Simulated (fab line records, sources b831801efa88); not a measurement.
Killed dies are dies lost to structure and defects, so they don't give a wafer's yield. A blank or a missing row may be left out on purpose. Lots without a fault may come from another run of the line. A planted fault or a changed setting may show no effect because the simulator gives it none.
Tool commonality check | flow gf180mcu | 13 lots, 39 wafers sampled

WHY IT WAS OPENED
At GF_HV_LDD_RS_MEAS_53 the reading HV_LDD_RS is flagged on 2 of 13 lots. Wafers without a fault read 418.3 ohm/sq, standard deviation 1.1.
Rule: a lot is flagged when every wafer of it that has a number lies more than 4 standard deviations from that mean, or none has a number. The other lots count as sound.

lot  | measured     | on            | HV_LDD_RS (ohm/sq), wafer by wafer | flag
L227 | day 12 10:11 | film_metro-01 | 417.8 419.0 417.3                  |
L231 | day 14 00:53 | film_metro-01 | 418.1 418.5 418.2                  |
L232 | day 14 13:31 | film_metro-01 | 418.2 418.2 418.6                  |
L233 | day 14 21:46 | film_metro-04 | 417.9 417.9 417.3                  |
L234 | day 15 10:34 | film_metro-01 | 418.4 419.1 418.3                  |
L235 | day 15 18:11 | film_metro-03 | 418.7 420.0 419.4                  |
L240 | day 17 14:36 | film_metro-03 | 418.1 417.7 418.3                  |
L243 | day 18 07:05 | film_metro-01 | 409.5 408.8 409.3                  | FLAGGED
L244 | day 18 07:52 | film_metro-03 | 411.7 410.8 411.4                  | FLAGGED
L246 | day 19 01:01 | film_metro-03 | 419.8 418.8 418.7                  |
L247 | day 19 07:55 | film_metro-03 | 419.5 420.0 419.1                  |
L248 | day 19 15:34 | film_metro-01 | 418.0 417.0 418.6                  |
L249 | day 20 02:07 | film_metro-04 | 419.2 418.1 418.2                  |
The numbers of the flagged lots are 410.2 ohm/sq on average: -8.1 ohm/sq against the usual, or -7 standard deviations.

WHICH TOOL RAN EACH LOT
The record holds 1 process step before the reading, out of a route of 602 steps. In each cell: the tool, then ch and the chambers that the sampled wafers went through, then the start.
lot  | flag    | GF_HV_LDD_IMPLANT_36
L227 |         | implanter-01 ch 0, day 11 15:57
L231 |         | implanter-01 ch 0, day 13 05:24
L232 |         | implanter-02 ch 0, day 13 17:44
L233 |         | implanter-02 ch 0, day 14 00:35
L234 |         | implanter-02 ch 0, day 14 12:29
L235 |         | implanter-01 ch 0, day 14 20:31
L240 |         | implanter-01 ch 0, day 16 14:47
L243 | FLAGGED | implanter-02 ch 0, day 17 06:45
L244 | FLAGGED | implanter-02 ch 0, day 17 07:57
L246 |         | implanter-01 ch 0, day 18 00:41
L247 |         | implanter-01 ch 0, day 18 07:39
L248 |         | implanter-01 ch 0, day 18 14:16
L249 |         | implanter-01 ch 0, day 19 01:27
What these steps do:
- GF_HV_LDD_IMPLANT_36
- GF_HV_LDD_RS_MEAS_53: measures by four-point-probe.

FLAGGED OVER TOTAL, TOOL BY TOOL (the gauges that took the reading come last)
step                 | tool          | lots run | flagged | share of the flagged lots | sound lots run after its first flagged lot
GF_HV_LDD_IMPLANT_36 | implanter-01  | 8        | 0       | none                      | -
GF_HV_LDD_IMPLANT_36 | implanter-02  | 5        | 2       | all                       | 0
GF_HV_LDD_RS_MEAS_53 | film_metro-01 | 6        | 1       | some                      | 1 (L248)
GF_HV_LDD_RS_MEAS_53 | film_metro-03 | 5        | 1       | some                      | 2 (L246,L247)
GF_HV_LDD_RS_MEAS_53 | film_metro-04 | 2        | 0       | none                      | -

WHAT THE TABLE ALLOWS
1 row of the table ran every flagged lot: implanter-02 at GF_HV_LDD_IMPLANT_36.
- implanter-02 at GF_HV_LDD_IMPLANT_36: 2 of its 5 lots flagged. Its last sound lot is L234 (day 14 12:29), its first flagged lot L243 (day 17 06:45): a fault that began between those two fits. Its own readings lie more than 4 standard deviations out on every wafer of the flagged lots: beam_on_s, faraday_current_uA.
One tool is left: implanter-02 at GF_HV_LDD_IMPLANT_36.

WHAT THE SIMULATOR HAD PUT IN
Process parameter drift: implanter-02, from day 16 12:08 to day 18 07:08, at GF_HV_LDD_IMPLANT_36. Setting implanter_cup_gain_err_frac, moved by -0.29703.
Lots struck among those shown: L243, L244. The rule above found the same.
